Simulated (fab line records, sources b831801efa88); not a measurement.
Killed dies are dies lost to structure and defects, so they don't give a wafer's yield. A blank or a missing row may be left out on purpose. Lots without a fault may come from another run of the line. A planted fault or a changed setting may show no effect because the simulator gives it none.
One fault seen from 2 desks | flow gf180mcu | each desk has only its own numbers; what lay behind them comes last

THE METROLOGY DESK
What the gauges read, lot by lot, whatever tool the lot ran on: means of the sampled wafers that have a number. A lot is out of limits, marked OUT, if its mean lies more than 4 standard deviations from the usual mean; the brackets give that distance.
Columns: A = POLY_GATE_OXIDATION_THK at GF_POLY_GATE_THK_MEAS_17, usual 3.97 nm; B = HV_LDD_TW at GF_HV_LDD_TW_MEAS_11, usual 2419; C = PSD_OVL at GF_PSD_OVL_MEAS_08, usual -0.1 nm
lot  | first seen here | A    | B               | C
L978 | day 9 04:26     | 3.96 | 2402            | 2.8
L979 | day 9 14:38     | 3.95 | 2423            | 2.4
L981 | day 10 04:22    | 4.09 | 2414            | 1.5
L982 | day 10 09:51    | 3.99 | 2409            | 0.9
L984 | day 11 00:24    | 4.06 | 2412            | -0.7
L985 | day 11 10:03    | 3.97 | 2426            | -1.5
L988 | day 12 08:46    | 3.95 | 2419            | -1.3
L991 | day 13 03:46    | 3.94 | 2445            | -2.1
L993 | day 13 20:25    | 4.01 | 2376            | 2.1
L996 | day 14 15:46    | 3.95 | 2361 (-4.5) OUT | -1.8
L998 | day 15 04:10    | 4.07 | 2418            | -3.2
L999 | day 15 10:04    | 3.98 | 2407            | -2.6
L100 | day 15 21:47    | 4.10 | 2417            | 0.8
L101 | day 16 05:20    | 3.95 | 2438            | -1.4
This desk's finding: out of limits on L996; first on L996, day 15 13:38 (HV_LDD_TW at GF_HV_LDD_TW_MEAS_11). In limits: L978, L979, L981, L982, L984, L985, L988, L991, L993, L998, L999, L100, L101.

THE TOOL OWNER'S DESK: implanter-04
The tool's own readings at GF_HV_LDD_IMPLANT_09: means of the sampled wafers that have a number, for each lot that ran on this tool. A lot is out of limits, marked OUT, if its mean lies more than 4 standard deviations from the usual mean; the brackets give that distance.
Columns: A = beam_energy_keV at GF_HV_LDD_IMPLANT_09, usual 40.000
lot  | first seen here | A
L991 | day 13 23:49    | 40.003
L993 | day 14 16:46    | 36.515 (-99 or more) OUT
L996 | day 15 13:25    | 36.527 (-99 or more) OUT
This desk's finding: out of limits on L993, L996; first on L993, day 14 16:46 (beam_energy_keV at GF_HV_LDD_IMPLANT_09). In limits: L991.

PUT TOGETHER
The tool owner's desk could have raised an alarm at day 14 16:46, on L993, L996.
The metrology desk could have raised an alarm at day 15 13:38, on L996.
The metrology desk has L993 on record, within its limits.
Of the lots named, all ran GF_HV_LDD_IMPLANT_09 on implanter-04.

WHAT THE SIMULATOR HAD PUT IN
Process parameter drift: implanter-04, from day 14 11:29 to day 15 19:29, at GF_HV_LDD_IMPLANT_09. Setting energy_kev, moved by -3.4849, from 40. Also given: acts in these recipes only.
Lots struck among those shown: L993, L996.
Hours from the fault's start to each desk's first reading out of limits: the tool owner's desk, 5; the metrology desk, 26.
